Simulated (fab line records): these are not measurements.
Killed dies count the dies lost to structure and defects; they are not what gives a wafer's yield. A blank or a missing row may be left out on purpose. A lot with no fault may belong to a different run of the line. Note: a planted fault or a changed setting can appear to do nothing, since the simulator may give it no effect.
Matching of chambers	flow sky130	SKY_VIA2_ETCH_15 on rie diel-03: 4 sister chambers
The step etches SiO2 in C4F8/O2/Ar, stops on TiN, target depth 546 nm, time 84 s. 8 wafers are shown with their chamber, then 10 later ones without.

== WAFERS PAIRED WITH THEIR CHAMBERS ==
wafer	chamber	oes product au (a.u.)	chamber pressure mTorr (mTorr)
L081.2	3	0.940	39.98
L085.5	1	0.935	39.97
L088.1	1	0.940	40.01
L088.2	2	0.933	40.00
L083.2	2	0.947	39.98
L083.3	3	0.940	40.00
L091.2	0	0.938	39.98
L091.5	0	0.937	40.01

== WAFERS MISSING THEIR CHAMBER ==
wafer	oes product au (a.u.)	chamber pressure mTorr (mTorr)
L091.6	0.943	39.98
L094.3	0.942	39.94
L094.4	0.935	40.09
L094.5	0.941	39.97
L096.4	0.944	39.97
L096.5	0.940	39.98
L096.6	0.940	40.03
L097.2	0.935	39.96
L097.5	0.937	40.02
L097.6	0.938	39.99

== THE CHAMBER EACH PASSED THROUGH ==
wafer	from the rows above	in truth
L091.6	can't be placed: 2 or 3 or 1 or 0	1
L094.3	can't be placed: 2 or 3 or 1 or 0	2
L094.4	can't be placed: 0 or 1 or 2 or 3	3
L094.5	can't be placed: 2 or 3 or 1 or 0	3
L096.4	can't be placed: 2 or 3 or 1 or 0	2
L096.5	can't be placed: 2 or 3 or 1 or 0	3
L096.6	can't be placed: 0 or 2 or 3 or 1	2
L097.2	can't be placed: 1 or 2 or 3 or 0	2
L097.5	can't be placed: 0 or 1 or 2 or 3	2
L097.6	can't be placed: 1 or 0 or 2 or 3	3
Correctly placed: 0 of 10. Can't be placed from these rows: 10 (the true chamber is among the candidates in 10). 0 placed wrongly.
How it was worked out, from the rows above alone: a wafer's distance from a chamber is the root of the sum, over the readings, of the square of ((its reading less the chamber's mean) divided by the reading's scatter). If the next closest chamber is less than 2 further off than the closest, the wafer can't be placed; otherwise it belongs to the closest. A chamber's mean is the mean of its shown wafers. The scatter: take each reading less its chamber's mean, square it, sum over the shown wafers, divide by the number of wafers less the number of chambers, and take the root.
